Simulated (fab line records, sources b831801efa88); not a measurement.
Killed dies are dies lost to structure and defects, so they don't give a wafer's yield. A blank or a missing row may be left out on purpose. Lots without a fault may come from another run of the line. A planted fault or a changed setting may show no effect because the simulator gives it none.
fab line records | flow sfq_line
record lots=6 wafers=18 last_day=91
route steps=325 shown L0@4 L0V@16 M0@28
lots that met no fault: from a run of the same line without faults
start_h: hours from the record's first day to the start of the lot's first wafer shown | wait_h: hours since the lot's step before | " the same as in the row above | L1.1+2: a row that stands for several wafers | - no value, or no start given | * or withheld: withheld | < > ~ a bound
route shown NAME@n: a module of which the file shows steps, and the number in the route of the first | usual: mean/standard deviation of fault-free wafers | same: alike in all rows | chamber/n: place in a boat | sites: the reading at each site | _std_site: their standard deviation | _edge_site: outer sites' mean less inner sites' | radius_mm: how far each site lies from the wafer's centre | mask NAME#n: copy n | behind: the tool/chamber that last shaped the wafer | hold: why the lot was held/for how many hours/how that ended | device: the transistor (n, p or np) that didn't switch | end of line: the same wafers' tests at the end of the route | a step without rows: its recipe alone | killed: dies lost to structure and defects at the first sort, not the wafer's yield | map: a wafer's dies, x killed, . not, _ none there
set.NAME: the setting as run; set.NAME@STEP: as run at that earlier step | model.NAME: the simulator's own value behind a step, which no gauge read
lots at some steps of the route; a table a step, a row a wafer
services: from which hour (start_h, from the record's first day; less than 0 if before it) a tool's chamber was out of use, for how many hours, and why
## steps
# step SFQ_L0_RS_MEAS_901
# recipe thk_meas_gauge=four-point-probe reads=MoNx_KI_of_TRILAYER_L0_DEP_SPUTTER_003
# usual L0_MONX_KI_RS=43.5/0.51
# columns lot.wafer tool chamber start_h wait_h L0_MONX_KI_RS[ohm/sq]
L744.1 film_metro-03 - 22.56 0.0 44.2
L744.2 " - " " 44.5
L744.6 " - " " 43.5
L747.2 film_metro-02 - 37.58 0.1 43.2
L747.3 " - " " 42.8
L747.5 " - " " 43.4
L749.1 film_metro-03 - 47.56 0.0 44.3
L749.5 " - " " 43.0
L749.6 " - " " 44.1
L751.3 film_metro-03 - 57.60 0.1 43.7
L751.4 " - " " 44.1
L751.5 " - " " 43.7
L752.1 film_metro-04 - 62.56 0.0 43.7
L752.2 " - " " 42.9
L752.3 " - " " 43.9
L762.1 film_metro-04 - 112.56 0.0 42.7
L762.4 " - " " 42.9
L762.6 " - " " 43.1
# step SFQ_L0_THK_MEAS_902
# recipe thk_meas_gauge=xrf reads=MoNx_KI_of_TRILAYER_L0_DEP_SPUTTER_003
# usual L0_MONX_KI_THK=39.7/0.5
# columns lot.wafer tool chamber start_h wait_h L0_MONX_KI_THK[nm]
L744.1 film_metro-03 - 22.68 0.1 38.9
L744.2 " - " " 38.8
L744.6 " - " " 39.4
L747.2 film_metro-02 - 37.69 0.1 40.4
L747.3 " - " " 40.4
L747.5 " - " " 40.0
L749.1 film_metro-03 - 47.68 0.1 38.8
L749.5 " - " " 40.2
L749.6 " - " " 39.0
L751.3 film_metro-03 - 57.70 0.1 39.5
L751.4 " - " " 39.2
L751.5 " - " " 39.6
L752.1 film_metro-04 - 62.68 0.1 39.5
L752.2 " - " " 40.1
L752.3 " - " " 39.2
L762.1 film_metro-04 - 112.68 0.1 40.4
L762.4 " - " " 40.3
L762.6 " - " " 40.0
# step SFQ_TRILAYER_L0_LITHO_COAT_010
# recipe resist=BARC spin_rpm=3000 resist_thk_nm=62
# step SFQ_TRILAYER_L0_LITHO_COAT_005
# recipe resist=KrF spin_rpm=3000 resist_thk_nm=600
# step SFQ_TRILAYER_L0_LITHO_SOFTBAKE_009
# recipe temp_c=withheld time_s=withheld resist=KrF
# step SFQ_TRILAYER_L0_LITHO_EXPOSE_006
# recipe mask_id=L0 na=0.6 source_shape=conventional sigma_outer=0.65 target_cd_nm=2000 dose_mj=14.4
# step SFQ_TRILAYER_L0_LITHO_PEB_008
# recipe peb_temp_c=115 peb_time_s=60 resist=KrF
# step SFQ_TRILAYER_L0_LITHO_DEVELOP_007
# recipe time_s=60 resist=KrF
# step SFQ_TRILAYER_L0_BARC_OPEN_METAL_ETCH_010
# recipe mask_material=PR chemistry=O2 target_depth_nm=125 target=BARC icp_w=600 bias_w=80 pressure_mtorr=10 time_s=41.7
# usual drypump_motor_current_A=5.5/0.51 oes_product_au=0.686/0.005 rf_fwd_power_W=593.7/2.6
# columns lot.wafer tool chamber start_h wait_h drypump_motor_current_A oes_product_au rf_fwd_power_W rf_hours_counter_h
L744.1 rie_metal-02 1 42.49 0.1 4.8 0.673 591.9 201
L744.2 " 0 " " 5.8 0.684 597.4 45
L744.6 " 0 " " 5.8 0.678 595.7 -
L747.2 rie_metal-01 0 55.99 0.1 5.8 0.682 594.2 -
L747.3 " 0 " " 5.8 0.682 590.5 -
L747.5 " 0 " " 5.8 0.687 592.8 -
L749.1 rie_metal-02 0 65.29 0.1 5.8 0.679 591.8 49
L749.5 " 0 " " 5.8 0.689 592.1 -
L749.6 " 1 " " 4.8 0.679 593.2 -
L751.3 rie_metal-04 1 74.91 0.1 6.2 0.679 590.3 -
L751.4 " 0 " " 5.0 0.685 595.8 -
L751.5 " 1 " " 6.2 0.689 588.4 -
L752.1 rie_metal-04 0 77.29 0.1 5.0 0.682 592.5 24
L752.2 " 1 " " 6.2 0.688 589.2 176
L752.3 " 1 " " 6.2 0.684 592.3 -
L762.1 rie_metal-01 0 126.49 0.1 5.8 0.683 596.3 27
L762.4 " 1 " " 5.0 0.682 595.9 -
L762.6 " 1 " " 5.0 0.680 596.9 -
# step SFQ_TRILAYER_L0_ETCH_METAL_ETCH_008
# recipe target=MoNx_KI stop_on=SiO2 mask_material=PR chemistry=SF6/O2 target_depth_nm=50 icp_w=600 bias_w=80 pressure_mtorr=10 time_s=25
# usual drypump_motor_current_A=5.5/0.51 oes_product_au=0.874/0.0077 rf_fwd_power_W=591.5/2.5
# columns lot.wafer tool chamber start_h wait_h drypump_motor_current_A oes_product_au rf_fwd_power_W rf_hours_counter_h
L744.1 rie_metal-02 1 42.55 0.0 4.8 0.867 591.6 201
L744.2 " 0 " " 5.8 0.867 594.7 45
L744.6 " 0 " " 5.8 0.875 595.6 -
L747.2 rie_metal-01 0 56.10 0.1 5.8 0.882 593.7 -
L747.3 " 0 " " 5.8 0.893 592.3 -
L747.5 " 0 " " 5.8 0.869 594.0 -
L749.1 rie_metal-02 0 65.35 0.0 5.8 0.865 596.1 49
L749.5 " 0 " " 5.8 0.877 591.4 -
L749.6 " 1 " " 4.8 0.868 591.3 -
L751.3 rie_metal-04 1 74.96 0.0 6.2 0.872 588.2 -
L751.4 " 0 " " 5.0 0.869 590.3 -
L751.5 " 1 " " 6.2 0.862 588.6 -
L752.1 rie_metal-04 0 77.35 0.0 5.0 0.870 594.0 24
L752.2 " 1 " " 6.2 0.886 585.3 176
L752.3 " 1 " " 6.2 0.872 588.1 -
L762.1 rie_metal-01 0 126.55 0.0 5.8 0.884 589.0 28
L762.4 " 1 " " 5.0 0.882 594.9 -
L762.6 " 1 " " 5.0 0.875 596.9 -
# step SFQ_TRILAYER_L0_STRIP_STRIP_009
# recipe gas=O2 power_w=200 platen_temp_c=40 overash_fraction=0.65 chemistry=O2 pressure_mtorr=50
# step SFQ_TRILAYER_L0_STRIP_SOLV_CLEAN_010
# recipe chemistry=NMP temp_c=70 time_s=600
# step SFQ_TRILAYER_L0_CAP_PECVD_011
# recipe material=SiO2 temp_c=150 time_s=13.333 pressure_torr=2.4 rf_w=183.3 precursor=SiH4/N2O target_thk_nm=60
# usual heater_power_w=83/11 rf_fwd_power_W=179.7/1 susceptor_temp_C=150.00/0.15 throttle_valve_pct=24.8/1.3
# columns lot.wafer tool chamber start_h wait_h heater_power_w rf_fwd_power_W since_wet_clean_h susceptor_temp_C throttle_valve_pct model.SiO2_of_TRILAYER_L0_CAP_PECVD_011.thk_nm
L744.1 pecvd-04 2 43.37 0.0 94 178.4 1327 149.91 25.9 60.78
L744.2 " 0 " " 80 180.7 1327 149.99 25.7 58.13
L744.6 " 0 " " 83 181.2 - 150.04 25.8 59.98
L747.2 pecvd-01 0 57.55 0.0 80 180.2 602 149.82 26.1 58.89
L747.3 " 2 " " 103 180.7 602 150.07 22.6 59.13
L747.5 " 0 " " 82 180.5 - 150.02 26.4 60.41
L749.1 pecvd-01 0 66.17 0.0 69 181.3 611 150.20 26.1 58.4
L749.5 " 1 " " 85 179.3 - 149.90 23.2 59.99
L749.6 " 2 " " 100 179.4 - 149.68 22.9 52.14
L751.3 pecvd-04 1 75.77 0.0 81 180.4 1360 150.05 24.2 59.02
L751.4 " 1 " " 67 181.4 - 150.13 24.0 59.56
L751.5 " 2 " " 80 179.3 - 149.90 25.9 58.96
L752.1 pecvd-01 2 78.17 0.0 108 180.6 623 150.20 22.6 58.96
L752.2 " 1 " " 86 178.4 623 150.17 23.6 60.31
L752.3 " 0 " " 69 180.1 623 150.22 26.3 52.2
L762.1 pecvd-03 1 127.39 0.0 74 179.0 1042 150.01 25.3 58.54
L762.4 " 2 " " 67 178.8 - 149.99 26.0 59.26
L762.6 " 0 " " 80 179.4 - 149.90 25.5 59.16
# step SFQ_TRILAYER_L0_VIA_LITHO_COAT_018
# recipe resist=BARC spin_rpm=3000 resist_thk_nm=62
# step SFQ_TRILAYER_L0_VIA_LITHO_COAT_013
# recipe resist=KrF spin_rpm=3000 resist_thk_nm=650
# step SFQ_TRILAYER_L0_VIA_LITHO_SOFTBAKE_017
# recipe temp_c=withheld time_s=withheld resist=KrF
# step SFQ_TRILAYER_L0_VIA_LITHO_EXPOSE_014
# recipe mask_id=L0V na=0.6 source_shape=conventional sigma_outer=0.65 target_cd_nm=700 dose_mj=21.3
# step SFQ_TRILAYER_L0_VIA_LITHO_PEB_016
# recipe peb_temp_c=115 peb_time_s=60 resist=KrF
# step SFQ_TRILAYER_L0_VIA_LITHO_DEVELOP_015
# recipe time_s=60 resist=KrF
# step SFQ_L0V_OVL_MEAS_903
# usual L0V_OVL=4/5.8
# columns lot.wafer tool chamber start_h wait_h L0V_OVL[nm]
L744.1 overlay-02 - 113.27 0.1 6
L744.2 " - " " 5
L744.6 " - " " -3
L747.2 overlay-01 - 131.27 0.1 8
L747.3 " - " " 2
L747.5 " - " " 10
L749.1 overlay-01 - 141.42 0.1 9
L749.5 " - " " 13
L749.6 " - " " 9
L751.3 overlay-02 - 152.23 0.1 2
L751.4 " - " " -2
L751.5 " - " " 9
L752.1 overlay-01 - 154.62 0.1 1
L752.2 " - " " -2
L752.3 " - " " 5
L762.1 overlay-02 - 213.52 0.1 -1
L762.4 " - " " 0
L762.6 " - " " -2
# step SFQ_TRILAYER_L0_VIA_BARC_OPEN_VIA_ETCH_021
# recipe mask_material=PR chemistry=O2 target_depth_nm=125 target=BARC source_w=500 bias_w=80 pressure_mtorr=30 time_s=41.7
# usual drypump_motor_current_A=5.8/0.42 oes_product_au=0.686/0.005 rf_fwd_power_W=494.4/2.6
# columns lot.wafer tool chamber start_h wait_h drypump_motor_current_A oes_product_au rf_fwd_power_W rf_hours_counter_h
L744.1 rie_diel-02 2 113.30 0.0 5.7 0.689 496.0 106
L744.2 " 1 " " 5.4 0.692 496.7 22
L744.6 " 0 " " 5.9 0.685 497.2 -
L747.2 rie_diel-02 1 131.30 0.0 5.4 0.682 500.8 22
L747.3 " 0 " " 5.9 0.685 494.7 86
L747.5 " 3 " " 6.4 0.686 492.0 -
L749.1 rie_diel-02 3 141.45 0.0 6.4 0.692 492.8 154
L749.5 " 3 " " 6.4 0.683 491.7 -
L749.6 " 2 " " 5.7 0.685 493.7 -
L751.3 rie_diel-04 2 152.25 0.0 5.4 0.685 492.9 1
L751.4 " 0 " " 5.7 0.680 494.7 88
L751.5 " 2 " " 5.4 0.681 491.0 -
L752.1 rie_diel-02 2 154.65 0.0 5.7 0.684 493.5 107
L752.2 " 3 " " 6.4 0.694 492.6 155
L752.3 " 0 " " 5.9 0.699 495.0 86
L762.1 rie_diel-02 3 213.55 0.0 6.4 0.697 489.4 0
L762.4 " 2 " " 5.7 0.683 493.8 -
L762.6 " 1 " " 5.4 0.687 497.2 -
# step SFQ_TRILAYER_L0_VIA_ETCH_VIA_ETCH_016
# recipe target=SiO2 stop_on=MoNx_KI mask_material=PR chemistry=CHF3 target_depth_nm=80 source_w=500 bias_w=80 pressure_mtorr=30 time_s=withheld
# usual drypump_motor_current_A=5.8/0.42 oes_product_au=0.840/0.0073 rf_fwd_power_W=495.1/2.1
# columns lot.wafer tool chamber start_h wait_h drypump_motor_current_A oes_product_au rf_fwd_power_W model.etch.depth_nm model.L0V.feature_depth_nm
L744.1 rie_diel-02 2 113.34 0.0 5.7 0.852 494.9 60.78 60.78
L744.2 " 1 " " 5.4 0.835 496.6 58.13 58.13
L744.6 " 0 " " 5.9 0.841 496.5 59.98 59.98
L747.2 rie_diel-02 1 131.34 0.0 5.4 0.836 498.7 58.89 58.89
L747.3 " 0 " " 5.9 0.844 494.2 59.13 59.13
L747.5 " 3 " " 6.4 0.845 490.4 60.41 60.41
L749.1 rie_diel-02 3 141.49 0.0 6.4 0.834 494.4 58.4 58.4
L749.5 " 3 " " 6.4 0.842 494.9 59.99 59.99
L749.6 " 2 " " 5.7 0.778 495.4 52.14 52.14
L751.3 rie_diel-04 2 152.29 0.0 5.4 0.833 494.4 59.02 59.02
L751.4 " 0 " " 5.7 0.837 495.9 59.56 59.56
L751.5 " 2 " " 5.4 0.833 491.4 58.96 58.96
L752.1 rie_diel-02 2 154.69 0.0 5.7 0.831 493.6 58.96 58.96
L752.2 " 3 " " 6.4 0.854 494.5 60.31 60.31
L752.3 " 0 " " 5.8 0.778 496.7 52.2 52.2
L762.1 rie_diel-02 3 213.59 0.0 6.4 0.829 491.1 58.54 58.54
L762.4 " 2 " " 5.7 0.831 497.4 59.26 59.26
L762.6 " 1 " " 5.4 0.843 495.7 59.16 59.16
# step SFQ_TRILAYER_L0_VIA_STRIP_STRIP_017
# recipe gas=O2 power_w=200 platen_temp_c=40 overash_fraction=0.65 chemistry=O2 pressure_mtorr=50
# usual drypump_motor_current_A=5.3/0.42 oes_product_au=1.003/0.0087
# columns lot.wafer tool chamber start_h wait_h drypump_motor_current_A oes_product_au rf_hours_counter_h
L744.1 rie_metal-03 0 113.39 - 5.6 0.999 96
L744.2 " 1 " " 4.9 0.994 104
L744.6 " 0 " " 5.6 1.015 -
L747.2 rie_metal-03 1 131.39 - 4.9 0.998 108
L747.3 " 0 " " 5.7 0.996 -
L747.5 " 0 " " 5.6 0.995 -
L749.1 rie_metal-03 1 141.54 - 4.9 1.002 110
L749.5 " 0 " " 5.7 1.007 -
L749.6 " 1 " " 4.9 1.003 -
L751.3 rie_metal-03 1 152.54 - 5.0 0.991 -
L751.4 " 0 " " 5.6 1.010 -
L751.5 " 1 " " 4.9 0.999 -
L752.1 rie_metal-01 1 154.74 - 5.0 1.004 13
L752.2 " 0 " " 5.8 1.004 30
L752.3 " 0 " " 5.8 1.004 -
L762.1 rie_metal-02 1 213.64 - 4.8 1.013 21
L762.4 " 0 " " 5.8 0.999 -
L762.6 " 0 " " 5.8 1.013 -
# step SFQ_TRILAYER_L0_VIA_STRIP_SOLV_CLEAN_018
# recipe chemistry=NMP temp_c=70 time_s=600
# step SFQ_TRILAYER_M0_DEP_PRE_CLEAN_020
# recipe gas=Ar time_s=15 bias_v=250
# columns lot.wafer tool chamber start_h wait_h model.SiO2_of_TRILAYER_L0_CAP_PECVD_011.thk_nm
L744.1 pvd_sputter-03 - 114.16 0.0 55.78
L744.2 " - " " 53.13
L744.6 " - " " 54.98
L747.2 pvd_sputter-03 - 132.16 0.0 53.89
L747.3 " - " " 54.13
L747.5 " - " " 55.41
L749.1 pvd_sputter-06 - 142.33 0.0 53.4
L749.5 " - " " 54.99
L749.6 " - " " 47.14
L751.3 pvd_sputter-03 - 153.11 0.0 54.02
L751.4 " - " " 54.56
L751.5 " - " " 53.96
L752.1 pvd_sputter-06 - 155.69 0.0 53.96
L752.2 " - " " 55.31
L752.3 " - " " 47.2
L762.1 pvd_sputter-03 - 214.41 0.0 53.54
L762.4 " - " " 54.26
L762.6 " - " " 54.16
# step SFQ_TRILAYER_M0_DEP_SPUTTER_019
# recipe material=Nb base_pressure_pa=1.33e-06 chamber_pressure_pa=0.1333 substrate_temp_c=20 resputter_cathode_voltage_v=400 target_thk_nm=200 power_w=2000 time_s=133.3
# usual resputter_cathode_voltage_v=399/3.9 throttle_valve_pct=29.5/0.91
# columns lot.wafer tool chamber start_h wait_h resputter_cathode_voltage_v throttle_valve_pct
L744.1 pvd_sputter-03 - 114.19 0.0 395 29.7
L744.2 " - " " 400 28.9
L744.6 " - " " 401 29.8
L747.2 pvd_sputter-03 - 132.19 0.0 398 29.5
L747.3 " - " " 404 28.7
L747.5 " - " " 401 28.8
L749.1 pvd_sputter-06 - 142.36 0.0 398 29.6
L749.5 " - " " 394 29.5
L749.6 " - " " 399 29.2
L751.3 pvd_sputter-03 - 153.14 0.0 402 29.7
L751.4 " - " " 402 29.1
L751.5 " - " " 403 28.8
L752.1 pvd_sputter-06 - 155.71 0.0 401 28.8
L752.2 " - " " 397 29.8
L752.3 " - " " 398 28.6
L762.1 pvd_sputter-03 - 214.44 0.0 398 28.9
L762.4 " - " " 403 29.8
L762.6 " - " " 405 29.4
## services
# columns tool chamber start_h hours kind
pvd_sputter-06 - 39.66 9.4 repair
pvd_sputter-06 - 54.35 2.1 repair
pecvd-03 - 64.30 6.0 pm
rie_diel-02 1 64.85 8.9 repair
rie_diel-02 2 69.44 2.6 repair
pecvd-03 - 75.12 0.2 repair
rie_metal-02 0 82.77 2.1 repair
rie_diel-04 - 91.41 2.8 pm
pvd_sputter-06 - 97.45 11.0 repair
pecvd-01 0 112.63 9.3 repair
rie_diel-02 1 115.35 5.3 repair
rie_metal-04 1 118.46 27.2 repair
pvd_sputter-03 - 120.86 2.8 repair
pecvd-04 0 130.99 2.2 repair
rie_metal-01 - 132.40 14.6 pm
pvd_sputter-06 - 137.32 3.2 repair
rie_diel-04 0 144.49 2.1 repair
rie_diel-02 0 144.49 7.1 repair
rie_diel-02 3 175.64 - clean
pvd_sputter-03 - 183.98 2.1 repair
rie_diel-04 1 193.63 5.5 repair
pecvd-04 - 194.25 14.0 pm
rie_diel-04 1 200.44 4.1 repair
rie_diel-02 0 203.10 13.4 repair
## key
first_sign step=SFQ_TRILAYER_L0_VIA_ETCH_VIA_ETCH_016 reading=oes_product_au direction=down sigmas=8.4 usual=0.840 struck=0.778
effect none on later readings
model_effect step=SFQ_TRILAYER_L0_CAP_PECVD_011 value=SiO2_of_TRILAYER_L0_CAP_PECVD_011.thk_nm without=59.37 struck=52.17
model_effect step=SFQ_TRILAYER_L0_VIA_ETCH_VIA_ETCH_016 value=etch.depth_nm without=59.37 struck=52.17
model_effect step=SFQ_TRILAYER_M0_DEP_PRE_CLEAN_020 value=SiO2_of_TRILAYER_L0_CAP_PECVD_011.thk_nm without=54.37 struck=47.17
met_at SFQ_TRILAYER_L0_CAP_PECVD_011
struck_wafers L749.6,L752.3
onset_between 57.55 66.17
fault kind=process_parameter_drift tool=pecvd-01 chamber=- onset_h=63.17 steps=SFQ_TRILAYER_L0_CAP_PECVD_011 channel=target_thk_nm offset=-7.1997 shape=step end_h=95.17 scope=struck_wafers_only acts_in=these_recipes_only stated=60
